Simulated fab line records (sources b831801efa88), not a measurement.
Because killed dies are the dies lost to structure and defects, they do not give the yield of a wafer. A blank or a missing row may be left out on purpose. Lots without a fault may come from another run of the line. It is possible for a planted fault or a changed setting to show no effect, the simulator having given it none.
What tool caused it? | flow sky130 | Sampling: 7 lots, 21 wafers, 4 of 708 route steps

== WHAT THE GAUGES READ, wafer by wafer ==
SKY_VIA2_RS_MEAS_22: measurement is done with a four-point probe.
lot  | measured     | on            | VIA2_W_RS (ohm/sq)
L293 | day 36 23:46 | film_metro-03 | 0.277 0.276 0.276
L297 | day 38 07:02 | film_metro-01 | 0.267 0.274 0.265
L302 | day 39 17:52 | film_metro-04 | 0.281 0.270 0.275
L304 | day 40 08:27 | film_metro-01 | 58.368 56.990 57.428
L306 | day 40 23:03 | film_metro-04 | 0.274 0.271 0.275
L309 | day 41 18:50 | film_metro-01 | 0.273 0.270 0.269
L314 | day 43 15:38 | film_metro-03 | 0.265 0.271 0.268

== TOOL THAT RAN EACH LOT (tool first, then ch and the chambers of the sampled wafers, then the start) ==
lot  | SKY_METAL2_DESCUM_17              | SKY_VIA2_ETCH_14                   | SKY_VIA2_CVD_21
L293 | rie_metal-04 ch 0,1, day 35 19:40 | rie_diel-01 ch 1,2, day 36 22:50   | cvd_w-02 ch 0,1, day 36 23:38
L297 | rie_metal-03 ch 0,1, day 37 03:24 | rie_diel-02 ch 0,1, day 38 06:07   | cvd_w-02 ch 0,1, day 38 06:55
L302 | rie_metal-04 ch 0,1, day 38 14:22 | rie_diel-01 ch 0,1,3, day 39 16:53 | cvd_w-02 ch 0,1, day 39 17:44
L304 | rie_metal-02 ch 0,1, day 39 05:38 | rie_diel-01 ch 0,1,2, day 40 07:29 | cvd_w-01 ch 0,1, day 40 08:19
L306 | rie_metal-02 ch 0,1, day 39 19:09 | rie_diel-02 ch 0,2,3, day 40 21:41 | cvd_w-01 ch 0,1, day 40 22:56
L309 | rie_metal-03 ch 0, day 40 16:11   | rie_diel-01 ch 1,2, day 41 17:54   | cvd_w-02 ch 0,1, day 41 18:41
L314 | rie_metal-04 ch 0, day 42 14:20   | rie_diel-02 ch 1,2,3, day 43 14:45 | cvd_w-02 ch 0,1, day 43 15:31
- SKY_METAL2_DESCUM_17: chemistry O2, time 8 s.
- SKY_VIA2_ETCH_14: etches BARC in N2/H2, stops on SiO2, time 45.9 s, target depth 60 nm.
- SKY_VIA2_CVD_21: deposits W, target thk 420 nm, time 126.4 s.

== THE ANSWER, worked out from the rows above alone ==
Rule: usual is defined by the lots themselves. The widest of any qualifying gaps counts: lots, ordered by their means at a reading, are off when they make up no more than a third of the lots, leave a main group of 4 or more, and stand apart from it by 3 or more times the standard deviation of that group's means. A main group is skipped when, at the precision printed for the reading in the tables above, its means are all equal. Also off: a lot with no number at a reading for which 4 or more lots have one. All remaining lots with rows at the step are treated as sound.
Off: L304, at SKY_VIA2_RS_MEAS_22 (VIA2_W_RS). Main group: mean 0.272 ohm/sq, sd 0.0032.
If a tool, at a process step before that reading, ran all the lots that are off and no sound lot after the first of them, it fits. Gauges at SKY_VIA2_RS_MEAS_22: tried the same way as those tools. Not one of the candidates tried fits.

== WHAT WAS PUT IN BY THE SIMULATOR ==
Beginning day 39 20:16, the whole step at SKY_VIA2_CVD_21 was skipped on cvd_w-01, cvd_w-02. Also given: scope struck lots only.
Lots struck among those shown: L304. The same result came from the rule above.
